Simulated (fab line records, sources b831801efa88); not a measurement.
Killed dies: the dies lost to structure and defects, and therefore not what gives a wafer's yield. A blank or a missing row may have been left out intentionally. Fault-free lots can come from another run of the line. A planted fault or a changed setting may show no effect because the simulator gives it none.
fab line records	flow sky130
[record] lots = 13	wafers = 37	last-day = 51
route steps=708 shown SONOS_TUNNEL@161 LDD_HVN@275 LI_CONTACT@378
lots untouched by any fault: they come from a run of this same line in which no faults occurred
start-h: the number of hours between the record's first day and the start of the first shown wafer of the lot	wait-h: hours from the lot's prior step to this one	" unchanged from the row above	L1.1+2: several wafers, shown together as one row	- no value, or no start given	* or withheld: withheld	< > ~ a bound
route shown NAME@n: a module of which the file shows steps, and the number in the route of the first	usual: mean/standard deviation taken from wafers without a fault	same: alike in all rows	chamber/n: place in a boat	sites: per-site readings	_std_site: standard deviation across them	_edge_site: mean of outer sites minus mean of inner sites	radius-mm: for every site, how far away it sits from the centre of the wafer	mask NAME#n: copy n	behind: the most recent tool/chamber to have shaped the wafer	hold: reason for holding the lot/hours on hold/outcome of the hold	device: whichever transistor did not switch (one of n, p or np)	end of line: tests run on the same wafers once the route is complete	a step without rows: its recipe alone	killed: dies lost to structure and defects at the first sort, not the wafer's yield	map: a wafer's dies, x killed, . not, _ none there
set.NAME: the run value of the setting; set.NAME@STEP: its run value at that earlier step	model.NAME: the simulator's own value behind a step, which no gauge read
a sample of lots followed through the steps of the route, with each step as a table and each wafer as a row
services: a tool's chamber out of use, with start hour (start-h, from the record's first day; less than 0 if before it), hours out, and reason
[[steps]]
[step SKY_SONOS_TUNNEL_CD_MEAS_07]
[recipe] target-cd-nm = 410
[usual] cd-nm = 410.3/2.4
lot.wafer	tool	chamber	start-h	wait-h	cd-nm
L198.1	cd-sem-01	-	247.52	0.1	410.9
L198.2	"	-	"	"	411.4
L198.3	"	-	"	"	409.8
L199.2	cd-sem-02	-	275.94	0.1	408.1
L199.3	"	-	"	"	409.2
L199.6	"	-	"	"	407.3
L201.1	cd-sem-01	-	276.93	0.2	413.7
L201.4	"	-	"	"	413.1
L201.5	"	-	"	"	414.1
L202.4	cd-sem-01	-	282.19	0.1	409.3
L202.5	"	-	"	"	406.9
L204.3	cd-sem-01	-	289.96	0.1	411.6
L204.5	"	-	"	"	411.2
L205.1	cd-sem-01	-	307.77	0.1	406.1
L205.3	"	-	"	"	407.7
L205.6	"	-	"	"	409.3
L213.2	cd-sem-01	-	366.09	0.1	409.3
L213.3	"	-	"	"	407.1
L213.5	"	-	"	"	410.8
L214.1	cd-sem-01	-	377.07	0.1	406.6
L214.3	"	-	"	"	405.5
L214.4	"	-	"	"	407.2
L215.3	cd-sem-02	-	386.60	0.1	410.0
L215.5	"	-	"	"	408.9
L215.6	"	-	"	"	410.2
L217.1	cd-sem-01	-	401.77	0.1	409.5
L217.2	"	-	"	"	411.2
L217.3	"	-	"	"	411.7
L218.1	cd-sem-02	-	419.31	0.1	408.8
L218.2	"	-	"	"	406.0
L218.3	"	-	"	"	405.7
L219.1	cd-sem-01	-	444.46	0.1	408.4
L219.3	"	-	"	"	409.0
L219.6	"	-	"	"	409.9
L221.1	cd-sem-01	-	458.67	0.1	413.1
L221.2	"	-	"	"	412.4
L221.4	"	-	"	"	412.6
[step SKY_LDD_HVN_IMPLANT_08]
[recipe] species = P	energy-kev = 60	dose-cm2 = 3e+13	tilt-deg = 40
[usual] beam-energy-keV = 60.004/0.02	beam-on-s = 10.01/0.21	faraday-current-uA = 169/3.5
lot.wafer	tool	chamber	start-h	wait-h	beam-energy-keV	beam-on-s	faraday-current-uA
L198.1	implanter-01	0	456.51	0.0	60.006	9.75	173
L198.2	"	0	"	"	60.031	9.86	171
L198.3	"	0	"	"	60.044	9.84	171
L199.2	implanter-01	0	490.42	0.0	60.022	9.84	171
L199.3	"	0	"	"	59.990	10.29	165
L199.6	"	0	"	"	60.001	9.90	170
L201.1	implanter-02	0	498.36	0.0	60.025	10.29	165
L201.4	"	0	"	"	60.005	9.91	170
L201.5	"	0	"	"	60.013	10.16	167
L202.4	implanter-01	0	502.83	0.1	60.040	11.41	148
L202.5	"	0	"	"	60.052	10.86	155
L204.3	implanter-01	0	512.94	0.1	60.020	11.06	153
L204.5	"	0	"	"	60.009	10.95	155
L205.1	implanter-01	0	528.89	0.0	59.983	10.98	154
L205.3	"	0	"	"	59.995	11.08	153
L205.6	"	0	"	"	60.012	10.87	156
L213.2	implanter-04	0	594.62	0.0	59.993	10.00	170
L213.3	"	0	"	"	59.993	10.20	166
L213.5	"	0	"	"	59.963	10.01	169
L214.1	implanter-02	0	605.79	0.0	59.989	9.70	174
L214.3	"	0	"	"	59.963	9.95	170
L214.4	"	0	"	"	59.987	9.88	171
L215.3	implanter-02	0	613.24	0.1	60.000	10.31	164
L215.5	"	0	"	"	60.007	10.29	164
L215.6	"	0	"	"	60.025	10.18	166
L217.1	implanter-01	0	631.94	0.0	59.962	10.08	168
L217.2	"	0	"	"	59.953	9.64	175
L217.3	"	0	"	"	60.004	10.04	169
L218.1	implanter-04	0	645.51	0.0	60.011	9.96	170
L218.2	"	0	"	"	60.003	9.50	178
L218.3	"	0	"	"	60.014	9.91	172
L219.1	implanter-01	0	665.44	0.0	59.999	10.04	169
L219.3	"	0	"	"	59.991	9.67	174
L219.6	"	0	"	"	59.982	10.15	167
L221.1	implanter-04	0	683.54	0.0	60.019	9.98	170
L221.2	"	0	"	"	60.009	10.09	168
L221.4	"	0	"	"	60.027	9.94	170
[step SKY_LDD_HVN_TW_MEAS_10]
[usual] LDD_HVN_TW = 1448/16
lot.wafer	tool	chamber	start-h	wait-h	LDD_HVN_TW
L198.1	film-metro-02	-	456.76	0.1	1480
L198.2	"	-	"	"	1473
L198.3	"	-	"	"	1462
L199.2	film-metro-04	-	490.65	0.1	1423
L199.3	"	-	"	"	1434
L199.6	"	-	"	"	1427
L201.1	film-metro-01	-	498.61	0.1	1444
L201.4	"	-	"	"	1454
L201.5	"	-	"	"	1445
L202.4	film-metro-04	-	503.04	0.1	1479
L202.5	"	-	"	"	1475
L204.3	film-metro-02	-	513.16	0.1	1516
L204.5	"	-	"	"	1514
L205.1	film-metro-01	-	529.14	0.1	1487
L205.3	"	-	"	"	1494
L205.6	"	-	"	"	1492
L213.2	film-metro-04	-	594.85	0.1	1418
L213.3	"	-	"	"	1426
L213.5	"	-	"	"	1412
L214.1	film-metro-01	-	606.04	0.1	1451
L214.3	"	-	"	"	1448
L214.4	"	-	"	"	1460
L215.3	film-metro-01	-	613.46	0.1	1440
L215.5	"	-	"	"	1446
L215.6	"	-	"	"	1453
L217.1	film-metro-01	-	632.19	0.1	1448
L217.2	"	-	"	"	1446
L217.3	"	-	"	"	1445
L218.1	film-metro-04	-	645.76	0.1	1446
L218.2	"	-	"	"	1446
L218.3	"	-	"	"	1445
L219.1	film-metro-02	-	665.69	0.1	1486
L219.3	"	-	"	"	1471
L219.6	"	-	"	"	1469
L221.1	film-metro-01	-	683.79	0.1	1440
L221.2	"	-	"	"	1443
L221.4	"	-	"	"	1448
[step SKY_LI_CONTACT_STRIP_16]
[recipe] chemistry = O2/N2	power-w = 1400	pressure-mtorr = 1500	platen-temp-c = withheld	o2-flow-sccm = 3000	n2-flow-sccm = 300	overash-fraction = 0.5
[usual] drypump-motor-current-A = 5.8/0.48	oes-product-au = 0.376/0.0048	strip-time-to-endpoint-s = 3.506/0.027
lot.wafer	tool	chamber	start-h	wait-h	drypump-motor-current-A	oes-product-au	rf-hours-counter-h	strip-time-to-endpoint-s
L198.1	plasma-asher-04	1	670.44	-	6.0	0.379	24	3.516
L198.2	"	0	"	"	6.5	0.383	24	3.558
L198.3	"	0	"	"	6.5	0.381	-	3.545
L199.2	plasma-asher-04	1	705.05	-	6.0	0.370	28	3.526
L199.3	"	0	"	"	6.5	0.380	-	3.551
L199.6	"	0	"	"	6.4	0.373	-	3.558
L201.1	plasma-asher-01	0	707.40	-	5.5	0.380	100	3.447
L201.4	"	1	"	"	5.9	0.379	-	3.471
L201.5	"	1	"	"	5.9	0.379	-	3.481
L202.4	plasma-asher-04	0	714.53	-	6.4	0.370	-	3.435
L202.5	"	0	"	"	6.4	0.368	-	3.481
L204.3	plasma-asher-01	1	720.87	-	5.9	0.387	-	3.474
L204.5	"	0	"	"	5.5	0.372	-	3.502
L205.1	plasma-asher-04	1	734.59	-	6.0	0.380	31	3.538
L205.3	"	0	"	"	6.5	0.382	-	3.516
L205.6	"	1	"	"	6.0	0.373	-	3.524
L213.2	plasma-asher-02	0	792.80	-	5.8	0.376	65	3.486
L213.3	"	1	"	"	4.9	0.381	-	3.523
L213.5	"	0	"	"	5.7	0.377	-	3.499
L214.1	plasma-asher-01	1	802.79	-	5.9	0.380	6	3.502
L214.3	"	1	"	"	5.9	0.377	-	3.494
L214.4	"	0	"	"	5.5	0.377	-	3.480
L215.3	plasma-asher-04	0	809.08	-	6.4	0.370	-	3.529
L215.5	"	1	"	"	6.0	0.371	-	3.511
L215.6	"	0	"	"	6.4	0.375	-	3.526
L217.1	plasma-asher-04	1	828.05	-	6.0	0.369	41	3.495
L217.2	"	0	"	"	6.4	0.383	41	3.461
L217.3	"	0	"	"	6.4	0.375	-	3.471
L218.1	plasma-asher-02	1	841.84	-	4.9	0.376	70	3.521
L218.2	"	0	"	"	5.7	0.374	70	3.528
L218.3	"	1	"	"	4.9	0.369	-	3.501
L219.1	plasma-asher-02	1	858.45	-	4.9	0.383	72	3.531
L219.3	"	1	"	"	4.9	0.373	-	3.463
L219.6	"	1	"	"	4.9	0.376	-	3.513
L221.1	plasma-asher-04	0	875.59	-	6.5	0.371	46	3.476
L221.2	"	1	"	"	6.0	0.374	46	3.509
L221.4	"	1	"	"	6.0	0.375	-	3.470
[step SKY_LI_CONTACT_SPUTTER_20]
[recipe] material = TiN	target-thk-nm = 20	chamber-pressure-pa = 5	power-w = 4000	time-s = 80
[usual] throttle-valve-pct = 30.1/1.2
lot.wafer	tool	chamber	start-h	wait-h	throttle-valve-pct
L198.1	pvd-sputter-03	-	670.81	0.0	30.3
L198.2	"	-	"	"	29.5
L198.3	"	-	"	"	31.1
L199.2	pvd-sputter-03	-	705.42	0.0	28.9
L199.3	"	-	"	"	29.6
L199.6	"	-	"	"	28.8
L201.1	pvd-sputter-04	-	707.88	0.1	31.2
L201.4	"	-	"	"	30.0
L201.5	"	-	"	"	31.2
L202.4	pvd-sputter-01	-	714.86	0.0	32.7
L202.5	"	-	"	"	30.4
L204.3	pvd-sputter-04	-	721.31	0.1	29.8
L204.5	"	-	"	"	28.0
L205.1	pvd-sputter-04	-	735.07	0.1	31.2
L205.3	"	-	"	"	28.0
L205.6	"	-	"	"	31.2
L213.2	pvd-sputter-04	-	793.18	0.0	30.1
L213.3	"	-	"	"	28.1
L213.5	"	-	"	"	28.0
L214.1	pvd-sputter-04	-	803.37	0.0	31.3
L214.3	"	-	"	"	29.6
L214.4	"	-	"	"	30.1
L215.3	pvd-sputter-01	-	809.42	0.0	30.8
L215.5	"	-	"	"	31.0
L215.6	"	-	"	"	32.4
L217.1	pvd-sputter-01	-	828.42	0.0	30.7
L217.2	"	-	"	"	30.4
L217.3	"	-	"	"	29.5
L218.1	pvd-sputter-03	-	842.22	0.0	30.1
L218.2	"	-	"	"	31.1
L218.3	"	-	"	"	29.0
L219.1	pvd-sputter-04	-	858.82	0.0	29.7
L219.3	"	-	"	"	29.8
L219.6	"	-	"	"	29.6
L221.1	pvd-sputter-01	-	875.96	0.0	30.6
L221.2	"	-	"	"	29.5
L221.4	"	-	"	"	32.4
[[services]]
tool	chamber	start-h	hours	kind
implanter-04	-	452.59	17.8	pm
plasma-asher-02	-	479.13	0.7	repair
pvd-sputter-01	-	500.80	1.1	repair
implanter-01	-	506.60	1.6	repair
implanter-01	-	536.94	5.2	pm
pvd-sputter-04	-	543.71	6.3	repair
pvd-sputter-01	-	548.77	2.2	repair
implanter-02	-	557.34	6.2	repair
implanter-01	-	562.01	5.3	pm
implanter-04	-	565.82	3.3	repair
pvd-sputter-03	-	569.62	7.6	repair
implanter-01	-	570.26	3.4	repair
implanter-01	-	593.12	1.1	repair
plasma-asher-04	-	595.26	1.8	repair
implanter-01	-	608.50	22.8	pm
plasma-asher-04	-	614.38	3.8	repair
pvd-sputter-01	-	614.54	2.7	repair
implanter-01	-	651.65	6.2	repair
pvd-sputter-01	-	682.35	2.8	repair
pvd-sputter-04	-	716.89	2.3	repair
plasma-asher-04	-	721.55	1.0	repair
implanter-01	-	729.71	2.4	repair
pvd-sputter-01	-	734.14	2.2	repair
pvd-sputter-01	-	794.84	3.5	repair
[[key]]
[first-sign] step = SKY_LDD_HVN_IMPLANT_08	reading = beam-on-s	direction = up	sigmas = 4.8	usual = 10.01	struck = 11.03
[effect] step = SKY_LDD_HVN_IMPLANT_08	reading = faraday-current-uA	direction = down	sigmas = 4.5	usual = 169	struck = 153
[effect] step = SKY_LDD_HVN_TW_MEAS_10	reading = LDD_HVN_TW	direction = up	sigmas = 2.8	usual = 1448	struck = 1494
met-at SKY_LDD_HVN_IMPLANT_08
struck-lots L202,L204,L205
tester-left-out L202,L204,L205
not-acting-at SKY_SONOS_TUNNEL_CD_MEAS_07,SKY_LI_CONTACT_STRIP_16,SKY_LI_CONTACT_SPUTTER_20
onset-between 490.42 502.83
[fault] kind = process-parameter-drift	tool = implanter-01	chamber = -	onset-h = 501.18	steps = SKY_LDD_HVN_IMPLANT_08	channel = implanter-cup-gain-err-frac	offset = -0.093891	shape = step	end-h = 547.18
// tester-left-out: of these lots the tester's yield and bins aren't shown, on N5 and GAA mostly nor the transistor test; their killed dies are dies lost to structure and defects alone, not to doping, threshold or leakage, so they don't give the yield
